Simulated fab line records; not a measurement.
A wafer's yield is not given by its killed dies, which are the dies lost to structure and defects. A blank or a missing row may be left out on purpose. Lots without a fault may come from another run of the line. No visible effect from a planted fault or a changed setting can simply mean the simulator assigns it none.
Tool commonality check	flow sky130	42 wafers sampled across 14 lots

REASON IT WAS OPENED
2 of 14 lots carry a flag on the reading POLY_GATE_OXIDATION_THK at SKY_POLY_GATE_THK_MEAS_21. Wafers without a fault read 4.02 nm, standard deviation 0.074.
Rule: flag the lot when none of its wafers has a number, or when each of its wafers that has one lies beyond 4 standard deviations from that mean. The rest of the lots are taken to be sound.

lot	measured	on	POLY_GATE_OXIDATION_THK (nm), wafer by wafer	flag
L655	day 16 04:49	film metro-03	4.04 3.84 3.86	
L656	day 16 17:17	film metro-04	3.98 3.95 4.07	
L657	day 17 04:52	film metro-04	4.08 4.20 4.10	
L658	day 17 15:34	film metro-04	3.94 3.96 3.97	
L659	day 18 02:47	film metro-04	4.11 4.15 4.08	
L661	day 19 00:06	film metro-04	3.94 3.99 3.95	
L662	day 19 08:40	film metro-04	3.98 3.93 4.11	
L664	day 19 22:59	film metro-03	4.07 4.03 4.05	
L666	day 20 14:28	film metro-02	4.09 4.01 3.98	
L668	day 21 15:58	film metro-03	3.39 3.31 3.34	FLAGGED
L669	day 21 21:18	film metro-04	3.52 3.43 3.46	FLAGGED
L676	day 24 08:47	film metro-02	4.09 4.10 4.01	
L677	day 24 11:11	film metro-04	4.11 4.10 4.08	
L678	day 24 22:15	film metro-03	4.11 4.06 4.10	
The mean of the flagged lots' numbers is 3.41 nm, -0.61 nm from the usual (-8 standard deviations).

WHICH TOOL RAN EACH LOT
The record holds 1 process step before the reading, out of a route of 708 steps. In each cell: the tool, then ch and the chambers that the sampled wafers went through, then the start.
lot	flag	SKY_POLY_GATE_OXIDATION_20
L655		furnace-02 ch 0, day 16 03:33
L656		furnace-02 ch 0, day 16 16:02
L657		furnace-02 ch 0, day 17 03:37
L658		furnace-01 ch 0, day 17 14:19
L659		furnace-01 ch 0, day 18 01:31
L661		furnace-02 ch 0, day 18 22:50
L662		furnace-02 ch 0, day 19 07:23
L664		furnace-02 ch 0, day 19 21:44
L666		furnace-02 ch 0, day 20 13:13
L668	FLAGGED	furnace-02 ch 0, day 21 14:43
L669	FLAGGED	furnace-02 ch 0, day 21 20:02
L676		furnace-02 ch 0, day 24 07:31
L677		furnace-02 ch 0, day 24 09:55
L678		furnace-01 ch 0, day 24 21:00
What these steps do:
- SKY_POLY_GATE_OXIDATION_20: stabilise 600 s, purge 300 s, target thk 4 nm.
- SKY_POLY_GATE_THK_MEAS_21

FLAGGED OVER TOTAL, TOOL BY TOOL (the gauges that took the reading come last)
step	tool	lots run	flagged	share of the flagged lots	sound lots run after its first flagged lot
SKY_POLY_GATE_OXIDATION_20	furnace-01	3	0	none	-
SKY_POLY_GATE_OXIDATION_20	furnace-02	11	2	all	2 (L676,L677)
SKY_POLY_GATE_THK_MEAS_21	film metro-02	2	0	none	-
SKY_POLY_GATE_THK_MEAS_21	film metro-03	4	1	some	1 (L678)
SKY_POLY_GATE_THK_MEAS_21	film metro-04	8	1	some	1 (L677)

WHAT IS ALLOWED BY THE TABLE
Rows of the table that ran each flagged lot: 1, that is furnace-02 at SKY_POLY_GATE_OXIDATION_20.
- furnace-02 at SKY_POLY_GATE_OXIDATION_20 ran 11 lots, 2 of them flagged. Sound lots ran on it after the first flagged one (L676, L677), which a lasting fault on the whole tool wouldn't allow. Its own readings (spike tc bottom C, spike tc centre C, spike tc lower C, spike tc top C, spike tc upper C, tube center temp C, tube_center_temp_C_max) fall more than 4 standard deviations out on all wafers of the flagged lots.
Not one row of the table ran every flagged lot while running no sound lot after the first.

WHAT HAD BEEN PUT IN BY THE SIMULATOR
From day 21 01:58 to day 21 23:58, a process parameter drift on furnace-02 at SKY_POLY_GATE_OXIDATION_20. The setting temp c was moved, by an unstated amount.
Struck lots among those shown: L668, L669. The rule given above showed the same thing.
